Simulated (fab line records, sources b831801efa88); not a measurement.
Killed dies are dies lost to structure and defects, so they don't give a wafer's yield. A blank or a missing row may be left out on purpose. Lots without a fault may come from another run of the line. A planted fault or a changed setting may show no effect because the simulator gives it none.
Which tool did it? | flow gf180mcu | 14 lots, 42 wafers sampled, at 2 steps of a route of 602

WHAT THE GAUGES READ, wafer by wafer
GF_LVPWELL_OVL_MEAS_07.
lot  | measured    | on         | LVPWELL_OVL (nm)
L454 | day 3 20:36 | overlay-01 | 1.8 -0.1 0.6
L455 | day 4 02:17 | overlay-01 | 2.9 4.4 2.5
L456 | day 4 06:44 | overlay-02 | -3.1 0.4 -0.3
L458 | day 4 18:42 | overlay-01 | 0.9 0.5 0.7
L461 | day 5 13:44 | overlay-01 | 0.4 -0.3 -0.1
L462 | day 5 16:50 | overlay-01 | -0.7 0.3 0.4
L465 | day 6 11:47 | overlay-02 | -3.3 -2.3 -0.8
L466 | day 6 16:13 | overlay-01 | -1.8 0.2 -0.4
L467 | day 6 21:29 | overlay-01 | 2.7 3.4 2.5
L471 | day 7 20:14 | overlay-01 | 1.1 -2.3 0.8
L472 | day 8 01:47 | overlay-02 | -0.9 -0.1 -1.3
L475 | day 8 19:13 | overlay-01 | 3.7 2.4 3.9
L476 | day 9 00:36 | overlay-01 | 0.3 3.0 0.2
L477 | day 9 11:25 | overlay-01 | 2.4 2.6 0.8

GF_VT_IMPLANT_TW_MEAS_10.
lot  | measured     | on            | VT_IMPLANT_TW
L454 | day 5 15:25  | film_metro-04 | 573 570 569
L455 | day 5 21:40  | film_metro-03 | 554 553 554
L456 | day 6 02:49  | film_metro-04 | 562 563 560
L458 | day 6 16:41  | film_metro-03 | 553 556 555
L461 | day 7 11:25  | film_metro-04 | 568 569 567
L462 | day 7 15:34  | film_metro-03 | 555 555 555
L465 | day 8 11:31  | film_metro-04 | 571 567 571
L466 | day 8 17:43  | film_metro-03 | 554 552 554
L467 | day 8 23:14  | film_metro-03 | 550 553 554
L471 | day 9 23:29  | film_metro-03 | 551 553 554
L472 | day 10 04:12 | film_metro-01 | 558 561 555
L475 | day 11 01:16 | film_metro-01 | 564 561 558
L476 | day 11 07:23 | film_metro-01 | 561 561 558
L477 | day 11 18:40 | film_metro-03 | 553 557 558

WHICH TOOL RAN EACH LOT (tool, then ch and the chambers of the sampled wafers, then the start)
The record holds no process step before these readings.

WHAT THE TOOLS THEMSELVES READ (means of the sampled wafers that have a number; where no wafer has one, the mark that the record gives instead)
The record holds no such reading with a usual standard deviation.

THE ANSWER, worked out from the rows above alone
Rule: what is usual is taken from the lots themselves. Put in order of their means at a reading, lots are off if they are a third of the lots or fewer, leave a main group of 4 or more, and stand apart from it by a gap of 3 or more times the standard deviation of the main group's means; of several such gaps the widest counts. A main group whose means are all the same, to the digits that the tables above print for the reading, isn't used. A lot without any number at a reading at which 4 lots or more have one is off too. The other lots that the step has rows for count as sound. The gauges are gone through in route order, then the tools' own readings, and for those a lot's mean is taken as printed above. The first step at which some lot is off is used, and at that step the reading that is off furthest; a lot without a number counts as furthest.
No lot is off at any reading shown: from this, nothing can be told.

WHAT THE SIMULATOR HAD PUT IN
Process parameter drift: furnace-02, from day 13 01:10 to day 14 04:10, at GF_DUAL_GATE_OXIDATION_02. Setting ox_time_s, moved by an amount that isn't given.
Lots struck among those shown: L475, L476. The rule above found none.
